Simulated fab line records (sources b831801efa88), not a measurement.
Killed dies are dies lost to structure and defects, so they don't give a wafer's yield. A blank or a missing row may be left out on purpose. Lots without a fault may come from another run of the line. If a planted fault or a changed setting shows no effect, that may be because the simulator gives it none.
Chamber matching || flow gf180mcu || 4 sister chambers for GF_CONTACT_CMP_27 on cmp-02
The step polishes, stops on SiO2, t overpolish 15 s, target thk 0 nm. 8 wafers are shown with their chamber, then 8 later ones without.

## WAFERS, EACH WITH ITS CHAMBER
{"wafer": "L425.5", "chamber": 3, "motorCurrentA (A)": 11.2, "overpolishRunS (s)": 15.006}
{"wafer": "L426.2", "chamber": 1, "motorCurrentA (A)": 11.6, "overpolishRunS (s)": 14.991}
{"wafer": "L426.3", "chamber": 3, "motorCurrentA (A)": 11.0, "overpolishRunS (s)": 15.010}
{"wafer": "L426.5", "chamber": 0, "motorCurrentA (A)": 13.2, "overpolishRunS (s)": 15.005}
{"wafer": "L427.1", "chamber": 2, "motorCurrentA (A)": 10.3, "overpolishRunS (s)": 14.998}
{"wafer": "L427.3", "chamber": 0, "motorCurrentA (A)": 12.6, "overpolishRunS (s)": 15.011}
{"wafer": "L427.5", "chamber": 1, "motorCurrentA (A)": 11.1, "overpolishRunS (s)": 15.004}
{"wafer": "L428.3", "chamber": 2, "motorCurrentA (A)": 9.8, "overpolishRunS (s)": 15.008}

## WAFERS WHOSE CHAMBER IS MISSING
{"wafer": "L428.4", "motorCurrentA (A)": 11.1, "overpolishRunS (s)": 14.999}
{"wafer": "L428.5", "motorCurrentA (A)": 10.2, "overpolishRunS (s)": 15.002}
{"wafer": "L434.1", "motorCurrentA (A)": 10.4, "overpolishRunS (s)": 14.985}
{"wafer": "L434.4", "motorCurrentA (A)": 11.9, "overpolishRunS (s)": 14.989}
{"wafer": "L434.6", "motorCurrentA (A)": 12.9, "overpolishRunS (s)": 14.999}
{"wafer": "L436.1", "motorCurrentA (A)": 10.8, "overpolishRunS (s)": 15.001}
{"wafer": "L436.3", "motorCurrentA (A)": 10.6, "overpolishRunS (s)": 14.996}
{"wafer": "L436.4", "motorCurrentA (A)": 12.5, "overpolishRunS (s)": 15.000}

## WHICH CHAMBER EACH WENT THROUGH
{"wafer": "L428.4", "from the rows above": "can't be placed: 1 or 3", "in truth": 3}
{"wafer": "L428.5", "from the rows above": 2, "in truth": 2}
{"wafer": "L434.1", "from the rows above": "can't be placed: 2 or 1 or 3", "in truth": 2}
{"wafer": "L434.4", "from the rows above": "can't be placed: 1 or 3", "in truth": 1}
{"wafer": "L434.6", "from the rows above": 0, "in truth": 0}
{"wafer": "L436.1", "from the rows above": "can't be placed: 3 or 1 or 2", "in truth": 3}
{"wafer": "L436.3", "from the rows above": "can't be placed: 2 or 1 or 3", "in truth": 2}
{"wafer": "L436.4", "from the rows above": "can't be placed: 0 or 1", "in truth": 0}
Correct placement for 2 of the 8. Unplaceable from these rows: 6, with the true chamber sitting among the candidates in 6. 0 placed wrongly.
How it was worked out, from the rows above alone: a wafer's distance from a chamber is the root of the sum, over the readings, of the square of ((its reading less the chamber's mean) divided by the reading's scatter). The wafer belongs to the nearest chamber; if the next one is less than 2 further off, it can't be placed. For every chamber, the mean is computed from those of its wafers that are shown. How the scatter is found: for the shown wafers, subtract from each reading the mean of its chamber, square and add these, divide the total by (wafers less chambers), then take the root.
